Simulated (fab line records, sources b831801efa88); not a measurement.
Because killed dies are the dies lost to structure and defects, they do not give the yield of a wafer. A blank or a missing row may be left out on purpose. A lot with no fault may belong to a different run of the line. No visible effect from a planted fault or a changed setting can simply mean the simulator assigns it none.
fab line records	flow sfq-line
record: lots: 15	wafers: 43	last-day: 81
route steps=325 shown M6@261 M7@282 I7@296
lots that met no fault: from a run of the same line without faults
start-h: hours from the record's opening day to when the first of the lot's shown wafers began	wait-h: time in hours since the lot's previous step	" same as the row above	L1.1+2: a single row standing in for several wafers	- value missing, or start not given	* or withheld: withheld	< > ~ a bound
route shown NAME@n: names a module that has steps shown in the file, with the first one's number in the route	usual: the fault-free wafers' mean and standard deviation	same: alike in all rows	chamber/n: place in a boat	sites: each site's reading	_std_site: their standard deviation	_edge_site: inner sites' mean taken away from outer sites' mean	radius-mm: how far each site lies from the wafer's centre	mask NAME#n: copy n	behind: the last tool/chamber to shape the wafer	hold: reason for holding the lot/hours on hold/outcome of the hold	device: whichever transistor did not switch (one of n, p or np)	end of line: tests of these same wafers at the route's end	a step given without rows: its recipe and nothing more	killed: dies that structure and defects cost at the first sort, which is not the same as the wafer's yield	map: per-die view of a wafer (x killed, . not killed, _ where there is no die)
set.NAME: the setting that was run; set.NAME@STEP: the one run at that earlier step	model.NAME: the simulator's own value behind a step, which no gauge read
steps of the route over a sample of lots; a table a step, a row a wafer
services: from which hour (start-h, from the record's first day; less than 0 if before it) a tool's chamber was out of use, for how many hours, and why
== steps ==
step: SFQ_M6_OVL_MEAS_940
usual: M6_OVL: 0/5.3
lot.wafer	tool	chamber	start-h	wait-h	M6_OVL[nm]
L185.2	overlay-02	-	1362.71	0.1	-11
L185.4	"	-	"	"	-10
L185.6	"	-	"	"	-7
L186.3	overlay-02	-	1365.12	0.1	6
L186.4	"	-	"	"	3
L186.5	"	-	"	"	4
L187.3	overlay-02	-	1366.32	0.1	5
L187.4	"	-	"	"	5
L187.5	"	-	"	"	4
L188.1	overlay-02	-	1368.70	0.1	-1
L188.5	"	-	"	"	-1
L188.6	"	-	"	"	3
L190.4	overlay-02	-	1373.52	0.1	2
L190.5	"	-	"	"	4
L190.6	"	-	"	"	4
L193.1	overlay-02	-	1386.70	0.1	-4
L193.2	"	-	"	"	-3
L193.4	"	-	"	"	-1
L194.1	overlay-02	-	1395.29	0.1	13
L194.3	"	-	"	"	15
L194.5	"	-	"	"	11
L195.1	overlay-02	-	1396.61	0.1	1
L195.3	"	-	"	"	-5
L195.4	"	-	"	"	-1
L196.1	overlay-02	-	1397.81	0.1	5
L196.3	"	-	"	"	-5
L197.2	overlay-01	-	1476.64	0.1	4
L197.3	"	-	"	"	6
L197.6	"	-	"	"	4
L199.1	overlay-01	-	1553.95	0.1	6
L199.2	"	-	"	"	-3
L204.2	overlay-02	-	1729.80	0.1	-6
L204.3	"	-	"	"	-4
L204.5	"	-	"	"	-4
L205.2	overlay-02	-	1732.20	0.1	3
L205.4	"	-	"	"	4
L205.5	"	-	"	"	7
L207.1	overlay-02	-	1734.59	0.1	2
L207.4	"	-	"	"	1
L207.5	"	-	"	"	-5
L208.2	overlay-01	-	1735.80	0.1	1
L208.4	"	-	"	"	6
L208.5	"	-	"	"	-2
step: SFQ_TRILAYER_M7_DEP_SPUTTER_175
recipe: material: Nb	base-pressure-pa: 1.33e-06	chamber-pressure-pa: 0.1333	substrate-temp-c: 20	target-thk-nm: 200	power-w: 2000	time-s: 133.3
usual: throttle-valve-pct: 30.2/1.4
same: time-s: 133.3
lot.wafer	tool	chamber	start-h	wait-h	throttle-valve-pct
L185.2	pvd-sputter-03	-	1381.89	0.0	30.6
L185.4	"	-	"	"	28.1
L185.6	"	-	"	"	28.2
L186.3	pvd-sputter-04	-	1385.49	0.0	30.4
L186.4	"	-	"	"	31.1
L186.5	"	-	"	"	31.3
L187.3	pvd-sputter-03	-	1387.89	0.0	32.3
L187.4	"	-	"	"	30.9
L187.5	"	-	"	"	27.9
L188.1	pvd-sputter-04	-	1393.89	0.0	30.5
L188.5	"	-	"	"	31.2
L188.6	"	-	"	"	31.5
L190.4	pvd-sputter-06	-	1491.49	0.0	28.7
L190.5	"	-	"	"	31.0
L190.6	"	-	"	"	29.0
L193.1	pvd-sputter-03	-	1520.29	0.0	28.1
L193.2	"	-	"	"	28.1
L193.4	"	-	"	"	32.1
L194.1	pvd-sputter-04	-	1522.60	0.0	31.3
L194.3	"	-	"	"	30.3
L194.5	"	-	"	"	30.5
L195.1	pvd-sputter-03	-	1523.80	0.0	32.2
L195.3	"	-	"	"	28.0
L195.4	"	-	"	"	28.0
L196.1	pvd-sputter-06	-	1525.00	0.0	28.8
L196.3	"	-	"	"	28.9
L197.2	pvd-sputter-03	-	1526.20	0.0	27.8
L197.3	"	-	"	"	30.7
L197.6	"	-	"	"	28.2
L199.1	pvd-sputter-03	-	1598.22	0.0	32.5
L199.2	"	-	"	"	28.2
L204.2	pvd-sputter-04	-	1752.34	0.0	32.1
L204.3	"	-	"	"	30.4
L204.5	"	-	"	"	31.4
L205.2	pvd-sputter-03	-	1756.09	0.0	32.2
L205.4	"	-	"	"	30.6
L205.5	"	-	"	"	30.6
L207.1	pvd-sputter-06	-	1762.73	0.0	28.9
L207.4	"	-	"	"	31.1
L207.5	"	-	"	"	28.7
L208.2	pvd-sputter-04	-	1765.13	0.0	31.2
L208.4	"	-	"	"	31.8
L208.5	"	-	"	"	30.4
step: SFQ_TRILAYER_I7_DEP_PECVD_183
recipe: material: SiO2	temp-c: 150	time-s: 111.11	pressure-torr: 2.4	rf-w: 183.3	precursor: SiH4/N2O	target-thk-nm: 500
usual: heater-power-w: 83/9.9	showerhead-vpp-V: 841/45	throttle-valve-pct: 25.0/1.4
same: time-s: 111.11
lot.wafer	tool	chamber	start-h	wait-h	heater-power-w	showerhead-vpp-V	throttle-valve-pct
L185.2	pecvd-02	1	1392.68	0.0	89	839	23.8
L185.4	"	0	"	"	90	832	25.5
L185.6	"	2	"	"	72	898	24.9
L186.3	pecvd-02	2	1482.07	0.0	72	880	25.3
L186.4	"	0	"	"	88	824	26.1
L186.5	"	2	"	"	69	895	25.4
L187.3	pecvd-02	1	1485.49	0.0	90	832	23.7
L187.4	"	1	"	"	77	842	24.2
L187.5	"	0	"	"	86	843	25.9
L188.1	pecvd-02	0	1494.85	0.0	88	816	25.8
L188.5	"	2	"	"	72	896	25.1
L188.6	"	0	"	"	91	830	25.9
L190.4	pecvd-01	1	1586.46	0.0	75	789	25.1
L190.5	"	1	"	"	80	806	25.0
L190.6	"	2	"	"	87	820	26.9
L193.1	pecvd-02	2	1619.99	0.0	65	896	25.7
L193.2	"	1	"	"	91	838	24.3
L193.4	"	2	"	"	68	903	25.7
L194.1	pecvd-04	1	1621.19	0.0	72	813	24.3
L194.3	"	0	"	"	95	925	23.4
L194.5	"	0	"	"	98	932	23.6
L195.1	pecvd-01	2	1622.39	0.0	86	817	27.1
L195.3	"	1	"	"	91	805	24.9
L195.4	"	0	"	"	77	883	25.2
L196.1	pecvd-02	0	1623.59	0.0	82	821	27.0
L196.3	"	2	"	"	65	900	25.5
L197.2	pecvd-04	0	1624.79	0.0	106	924	23.4
L197.3	"	1	"	"	82	824	24.4
L197.6	"	2	"	"	85	757	22.8
L199.1	pecvd-01	0	1630.79	0.0	72	896	25.0
L199.2	"	2	"	"	85	824	27.0
L204.2	pecvd-04	0	1775.74	0.0	96	919	23.9
L204.3	"	1	"	"	79	801	24.8
L204.5	"	1	"	"	83	821	24.9
L205.2	pecvd-01	1	1776.94	0.0	91	831	22.5
L205.4	"	2	"	"	84	810	23.6
L205.5	"	2	"	"	73	819	24.2
L207.1	pecvd-04	1	1781.74	0.0	75	812	24.9
L207.4	"	2	"	"	91	767	23.1
L207.5	"	1	"	"	76	824	25.1
L208.2	pecvd-02	2	1784.14	0.0	68	911	25.8
L208.4	"	2	"	"	72	901	25.9
L208.5	"	1	"	"	87	836	24.6
step: SFQ_TRILAYER_I7_CMP_CMP_184
recipe: material: SiO2	down-force-psi: 3	platen-rpm: 60	pad-velocity-m-s: 0.94248
usual: motor-current-A: 10.3/0.84	time-to-endpoint-s: 216/7.2
lot.wafer	tool	chamber	start-h	wait-h	motor-current-A	time-to-endpoint-s
L185.4	cmp-02	2	1420.89	28.1	9.8	220
L185.2	"	0	1421.89	29.2	11.2	204
L185.6	"	3	1423.39	30.6	9.9	216
L186.4	cmp-02	3	1492.89	10.7	9.9	199
L186.3	"	0	"	"	11.0	203
L186.5	"	3	1494.89	12.7	9.9	201
L187.3	cmp-01	1	1497.69	12.2	11.4	212
L187.4	"	2	"	"	10.1	211
L187.5	"	0	1499.19	13.6	11.3	219
L188.1	cmp-02	2	1505.89	11.0	9.8	203
L188.6	"	0	1506.89	12.0	11.0	206
L188.5	"	1	"	"	8.9	216
L190.4	cmp-02	2	1588.04	1.5	9.5	221
L190.6	"	3	"	"	10.0	210
L190.5	"	0	"	"	11.4	215
L193.2	cmp-02	1	1622.02	2.0	8.8	211
L193.4	"	2	"	"	10.1	220
L193.1	"	3	"	"	9.9	206
L194.3	cmp-01	2	1624.82	3.6	9.9	208
L194.1	"	3	"	"	11.2	215
L194.5	"	0	"	"	11.5	221
L195.1	cmp-01	1	1626.82	4.4	11.0	216
L195.4	"	2	"	"	9.9	227
L195.3	"	3	"	"	10.6	214
L196.1	cmp-01	1	1629.82	6.2	11.2	216
L196.3	"	2	"	"	9.9	188
L197.2	cmp-02	1	1630.92	6.1	9.1	222
L197.3	"	2	"	"	9.5	216
L197.6	"	2	1633.42	8.6	9.4	216
L199.1	cmp-01	2	1639.32	8.5	10.4	220
L199.2	"	0	1640.32	9.5	11.9	212
L204.3	cmp-02	3	1779.27	3.5	10.5	210
L204.2	"	2	1780.77	5.0	10.0	212
L204.5	"	3	"	"	10.5	223
L205.4	cmp-02	0	1782.27	5.2	11.1	216
L205.2	"	1	"	"	9.1	216
L205.5	"	1	1784.77	7.7	9.0	225
L207.1	cmp-02	1	1788.27	6.5	8.7	218
L207.4	"	2	"	"	9.6	228
L207.5	"	1	1790.27	8.4	9.3	223
L208.2	cmp-01	1	1789.91	5.7	11.5	214
L208.4	"	3	1790.91	6.7	11.3	223
L208.5	"	1	1791.91	7.7	11.2	215
step: SFQ_I7_BOW_MEAS_946
recipe: mode: bow
usual: I7_BOW: 5/11
lot.wafer	tool	chamber	start-h	wait-h	hold	I7_BOW[um]
L185.2	film-metro-04	-	1423.91	1.5	-	-18
L185.4	"	-	"	"	-	-21
L185.6	"	-	"	"	-	-21
L186.3	film-metro-02	-	1495.93	2.0	-	-10
L186.4	"	-	"	"	-	5
L186.5	"	-	"	"	-	6
L187.3	film-metro-04	-	1499.73	1.5	-	1
L187.4	"	-	"	"	-	-10
L187.5	"	-	"	"	-	4
L188.1	film-metro-03	-	1507.89	1.5	-	11
L188.5	"	-	"	"	-	1
L188.6	"	-	"	"	-	11
L190.4	film-metro-04	-	1589.60	1.1	-	26
L190.5	"	-	"	"	-	15
L190.6	"	-	"	"	-	24
L193.1	film-metro-04	-	1625.02	1.5	-	21
L193.2	"	-	"	"	-	19
L193.4	"	-	"	"	-	7
L194.1	film-metro-03	-	1626.82	1.0	-	3
L194.3	"	-	"	"	-	-4
L194.5	"	-	"	"	-	-5
L195.1	film-metro-04	-	1629.82	2.5	-	29
L195.3	"	-	"	"	-	31
L195.4	"	-	"	"	-	32
L195.1	film-metro-04	-	1631.14	1.3	-	-
L195.3	"	-	"	"	-	-
L195.4	"	-	"	"	-	-
L196.1	film-metro-02	-	1632.82	2.5	await-dispo/0.2h/release	25
L196.3	"	-	"	"	await-dispo/0.2h/release	15
L196.1	film-metro-02	-	1634.14	1.3	-	-
L196.3	"	-	"	"	-	-
L197.2	film-metro-03	-	1633.94	2.5	-	-1
L197.3	"	-	"	"	-	-6
L197.6	"	-	"	"	-	-8
L199.1	film-metro-02	-	1641.82	2.0	-	3
L199.2	"	-	"	"	-	4
L199.1	film-metro-02	-	1643.14	1.3	-	-
L199.2	"	-	"	"	-	-
L204.2	film-metro-04	-	1782.29	1.0	-	18
L204.3	"	-	"	"	-	9
L204.5	"	-	"	"	-	16
L205.2	film-metro-03	-	1785.29	2.0	-	9
L205.4	"	-	"	"	-	9
L205.5	"	-	"	"	-	15
L207.1	film-metro-02	-	1791.27	2.5	-	0
L207.4	"	-	"	"	-	-14
L207.5	"	-	"	"	-	-3
L208.2	film-metro-03	-	1792.43	2.0	-	-10
L208.4	"	-	"	"	-	-15
L208.5	"	-	"	"	-	-14
step: SFQ_TRILAYER_I7_METRO_MEASURE_185
usual: thk-nm: 200.0/0.89
lot.wafer	tool	chamber	start-h	wait-h	hold	thk-nm
L185.2	film-metro-04	-	1424.21	0.3	-	199.2
L185.4	"	-	"	"	-	200.6
L185.6	"	-	"	"	-	199.3
L186.3	film-metro-02	-	1496.41	0.5	-	198.8
L186.4	"	-	"	"	-	199.2
L186.5	"	-	"	"	-	198.7
L187.3	film-metro-04	-	1500.21	0.5	-	201.2
L187.4	"	-	"	"	-	199.6
L187.5	"	-	"	"	-	200.2
L188.1	film-metro-03	-	1508.01	0.1	-	200.4
L188.5	"	-	"	"	-	199.7
L188.6	"	-	"	"	-	197.7
L190.4	film-metro-04	-	1590.26	0.6	-	200.5
L190.5	"	-	"	"	-	198.0
L190.6	"	-	"	"	-	199.8
L193.1	film-metro-04	-	1625.14	0.1	-	199.3
L193.2	"	-	"	"	-	201.7
L193.4	"	-	"	"	-	200.4
L194.1	film-metro-03	-	1626.94	0.1	-	199.9
L194.3	"	-	"	"	-	199.8
L194.5	"	-	"	"	-	201.0
L197.2	film-metro-03	-	1634.24	0.3	-	200.6
L197.3	"	-	"	"	-	200.7
L197.6	"	-	"	"	-	199.6
L195.1	film-metro-04	-	1636.19	5.0	-	200.0
L195.3	"	-	"	"	-	221.5
L195.4	"	-	"	"	-	199.6
L195.1	film-metro-04	-	1638.24	1.8	-	200.3
L195.3	"	-	"	"	-	221.5
L195.4	"	-	"	"	-	199.6
L196.1	film-metro-02	-	1636.28	2.1	await-dispo/2.0h/release	200.4
L196.3	"	-	"	"	await-dispo/2.0h/release	219.2
L199.1	film-metro-02	-	1645.97	2.8	-	200.1
L199.2	"	-	"	"	-	220.4
L199.1	film-metro-02	-	1647.34	1.2	-	200.1
L199.2	"	-	"	"	-	220.2
L204.2	film-metro-04	-	1782.59	0.3	-	201.4
L204.3	"	-	"	"	-	198.9
L204.5	"	-	"	"	-	198.8
L205.2	film-metro-03	-	1785.59	0.3	-	199.8
L205.4	"	-	"	"	-	198.9
L205.5	"	-	"	"	-	200.1
L207.1	film-metro-02	-	1791.39	0.1	-	200.2
L207.4	"	-	"	"	-	199.8
L207.5	"	-	"	"	-	200.0
L208.2	film-metro-03	-	1792.73	0.3	-	199.8
L208.4	"	-	"	"	-	201.1
L208.5	"	-	"	"	-	198.5
step: SFQ_TRILAYER_I7_VIA_ETCH_VIA_ETCH_190
recipe: target: SiO2	stop-on: Nb	mask-material: PR	taper-deg: 20	chemistry: CHF3	target-depth-nm: 260	source-w: 500	bias-w: 80	pressure-mtorr: 30	time-s: withheld
usual: drypump-motor-current-A: 5.8/0.49	oes-product-au: 0.854/0.005
lot.wafer	tool	chamber	start-h	wait-h	drypump-motor-current-A	oes-product-au
L185.2	rie-diel-03	1	1527.77	0.0	5.6	0.849
L185.4	"	2	"	"	6.4	0.858
L185.6	"	1	"	"	5.6	0.856
L186.3	rie-diel-03	2	1530.02	0.0	6.4	0.851
L186.4	"	3	"	"	5.0	0.849
L186.5	"	2	"	"	6.4	0.851
L187.3	rie-diel-02	0	1531.22	0.0	6.5	0.859
L187.4	"	1	"	"	5.4	0.851
L187.5	"	2	"	"	5.4	0.846
L188.1	rie-diel-04	1	1532.42	0.0	5.4	0.861
L188.5	"	1	"	"	5.3	0.851
L188.6	"	0	"	"	6.1	0.848
L190.4	rie-diel-03	2	1593.18	0.0	6.4	0.849
L190.5	"	0	"	"	6.4	0.842
L190.6	"	1	"	"	5.5	0.849
L193.1	rie-diel-03	1	1631.19	0.0	5.6	0.852
L193.2	"	3	"	"	5.0	0.851
L193.4	"	0	"	"	6.4	0.851
L194.1	rie-diel-03	1	1697.29	0.0	5.6	0.860
L194.3	"	0	"	"	6.4	0.858
L194.5	"	1	"	"	5.6	0.850
L195.1	rie-diel-04	0	1698.49	0.0	6.1	0.851
L195.3	"	3	"	"	5.6	0.904
L195.4	"	2	"	"	6.1	0.856
L196.1	rie-diel-03	3	1703.72	0.0	5.0	0.857
L196.3	"	1	"	"	5.5	0.895
L197.2	rie-diel-04	2	1706.12	0.0	6.1	0.858
L197.3	"	1	"	"	5.3	0.865
L197.6	"	0	"	"	6.1	0.847
L199.1	rie-diel-03	0	1714.39	0.0	6.5	0.851
L199.2	"	3	"	"	5.0	0.894
L204.2	rie-diel-04	1	1852.98	0.0	5.4	0.855
L204.3	"	3	"	"	5.6	0.851
L204.5	"	1	"	"	5.4	0.853
L205.2	rie-diel-03	3	1854.18	0.0	5.0	0.855
L205.4	"	1	"	"	5.6	0.849
L205.5	"	3	"	"	5.0	0.850
L207.1	rie-diel-02	0	1862.58	0.0	6.4	0.849
L207.4	"	1	"	"	5.4	0.863
L207.5	"	3	"	"	6.3	0.853
L208.2	rie-diel-04	1	1864.98	0.0	5.3	0.849
L208.4	"	0	"	"	6.1	0.852
L208.5	"	3	"	"	5.5	0.864
== services ==
tool	chamber	start-h	hours	kind
cmp-02	-	1364.77	0.6	repair
rie-diel-03	1	1364.95	34.3	repair
rie-diel-03	-	1377.53	2.8	pm
film-metro-04	-	1378.66	0.6	pm
rie-diel-03	0	1388.57	2.5	repair
cmp-02	-	1391.90	4.4	repair
cmp-02	-	1420.08	0.8	repair
cmp-02	-	1436.23	1.8	repair
rie-diel-03	3	1463.66	6.4	repair
film-metro-04	-	1473.42	7.4	pm
film-metro-04	-	1480.85	0.9	pm
film-metro-04	-	1539.66	0.8	pm
cmp-02	-	1543.68	1.2	repair
cmp-02	-	1553.62	10.3	pm
cmp-02	-	1563.31	1.3	repair
cmp-02	-	1602.82	4.0	pm
cmp-02	-	1611.48	0.3	repair
cmp-02	-	1642.71	5.2	repair
rie-diel-03	2	1678.60	7.3	repair
rie-diel-03	-	1681.69	0.1	repair
cmp-02	-	1720.66	1.4	repair
cmp-02	-	1769.41	0.6	repair
cmp-02	-	1839.26	0.2	repair
rie-diel-03	3	1845.05	5.3	repair
== key ==
first-sign: step: SFQ_I7_BOW_MEAS_946	reading: visit	direction: added
effect: step: SFQ_TRILAYER_I7_METRO_MEASURE_185	reading: visit	direction: added
effect: step: SFQ_TRILAYER_I7_METRO_MEASURE_185	reading: thk-nm	direction: up	sigmas: 23	usual: 200.0	struck: 220.4
effect: step: SFQ_TRILAYER_I7_VIA_ETCH_VIA_ETCH_190	reading: oes-product-au	direction: up	sigmas: 8.6	usual: 0.854	struck: 0.898
met-at SFQ_TRILAYER_I7_CMP_CMP_184
struck-lots L195,L196,L199
struck-wafers L195.3,L196.3,L199.2
not-acting-at SFQ_M6_OVL_MEAS_940,SFQ_TRILAYER_M7_DEP_SPUTTER_175,SFQ_TRILAYER_I7_DEP_PECVD_183
fault: kind: process-parameter-drift	tool: cmp-01	chamber: -	onset-h: 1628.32	steps: SFQ_TRILAYER_I7_CMP_CMP_184	channel: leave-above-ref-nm	offset: 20	shape: step	end-h: 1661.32	scope: struck-wafers-only	acts-in: these-recipes-only	stated: 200
